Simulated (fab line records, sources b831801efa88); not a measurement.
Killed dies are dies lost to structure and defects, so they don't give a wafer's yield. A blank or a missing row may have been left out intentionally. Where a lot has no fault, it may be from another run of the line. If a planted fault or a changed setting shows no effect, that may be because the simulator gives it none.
Comparing a struck lot with a sound one -- flow sky130 -- 14 out of 708 route steps
Sound: the wafers L649.1, L649.2, L649.3. The struck wafers were L653.1, L653.4, L653.6. The cause is given at the end.
At each step with rows: each side's tool, then ch and its chambers, then its first start. Under that, the readings that differ: sound wafers -- struck wafers -- difference of the means -- sigmas: that difference in standard deviations of wafers without a fault.
alike: readings whose means differ by less than 2 such deviations, and words and numbers that are the same on both sides. not compared: withheld readings, readings that some wafer has no value for, bounds like >300 that may hide the same value, and numbers for which the record gives no deviation and whose values overlap.
The two part at a step that has a row with sigmas, a row that says differs or no value, or rows on one side only. When numbers do not overlap yet have no deviation, they are printed without sigmas and do not part them. A reading that every wafer of one side lacks parts them only if that side has two wafers or more.

first, 5 steps without rows for these wafers: SKY_SD_N_COAT_02 (resist thk 1140 nm); SKY_SD_N_SOFTBAKE_03 (time 60 s); SKY_SD_N_EXPOSE_04 (exposes mask NSDM, target cd 380 nm); SKY_SD_N_PEB_05; SKY_SD_N_DEVELOP_06 (develop time 60 s).
SKY_SD_N_CD_MEAS_07: the cd target is 380 nm.
  sound on cd sem-02, day 31 04:16; struck on cd sem-02, day 32 13:49
  alike: cd nm
SKY_SD_N_OVL_MEAS_08:
  sound on overlay-01, day 31 04:23; struck on overlay-02, day 32 13:56
  alike: SD_N_OVL
then, 2 steps without rows for these wafers: SKY_SD_N_IMPLANT_09; SKY_SD_N_IMPLANT_10.
SKY_SD_N_STRIP_11: strips in O2/N2.
  sound on plasma asher-02 ch 0,1, day 31 04:43; struck on plasma asher-01 ch 0,1, day 32 14:16
  alike: drypump motor current A, o2 flow sccm, oes product au, strip time to endpoint s
  not compared: rf hours counter h
SKY_SD_N_TW_MEAS_12:
  sound on film metro-04, day 31 04:49; struck on film metro-04, day 32 14:22
  alike: SD_N_TW
then, 1 step without rows for these wafers: SKY_SD_N_CLEAN_13 (cleans in SC1/SC2, time 150 s).
SKY_SD_N_RTA_14: time 2 s.
  sound on rtp anneal-02 ch 0, day 31 04:56; struck on rtp anneal-02 ch 0, day 32 14:29
reading,sound,struck,difference,sigmas
ramp up c per s,149.99 150.04 150.03,44.999 44.990 44.996,-105.025,-99 or more
  alike: chamber o2 ppm, lamp power pct, wafer_temp_C_max
-- record jumps: 16 days separate the struck wafers' starts on either side; left off in module SD_N, taken up again in module PAD_OPEN, whose first shown step is the route's number 708 --
SKY_PAD_OPEN_PROBE_99:
  sound on prober-01, day 48 07:37; struck on prober-01, day 49 01:38
reading,sound,struck,difference,sigmas
killed_at_M4_up,7 7 4,2 1 3,-4,-2
model.etest.res xhigh po.line ohm um,5563 5634 5456,5230 5061 5166,-399,
model.etest.res xhigh po.rs ohm sq,1964 1909 1910,1805 1796 1807,-125,
model.etest.res pdiff.line ohm um,1366 1334 1392,1316 1326 1324,-42,
model.etest.res high po.line ohm um,728.8 738.3 711.7,689.2 699.1 689.2,-33.8,
model.etest.licon high po.rc ohm,339.6 332.6 338.8,294.8 297.3 313.3,-35.2,
model.etest.res high po.rs ohm sq,258.6 253.9 252.1,242 242.3 243.2,-12,
model.etest.res pdiff hv.rs ohm sq,193.2 193.6 193.8,183.3 181.8 181.9,-11.2,
model.etest.res pdiff.rs ohm sq,201 197.7 201,190.1 188.1 189.4,-10.7,
  alike: killed_at_M0_to_M3, killed at contacts, killed at front end, killed at other, killed dies, killed open, killed short

WHERE THEY PART
First at SKY_SD_N_RTA_14; last, within this record, at SKY_PAD_OPEN_PROBE_99.

WHY: the cause the simulator had injected
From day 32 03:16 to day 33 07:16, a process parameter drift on rtp anneal-02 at SKY_SD_N_RTA_14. From 150, the setting ramp up c per s moved by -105. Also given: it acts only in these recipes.
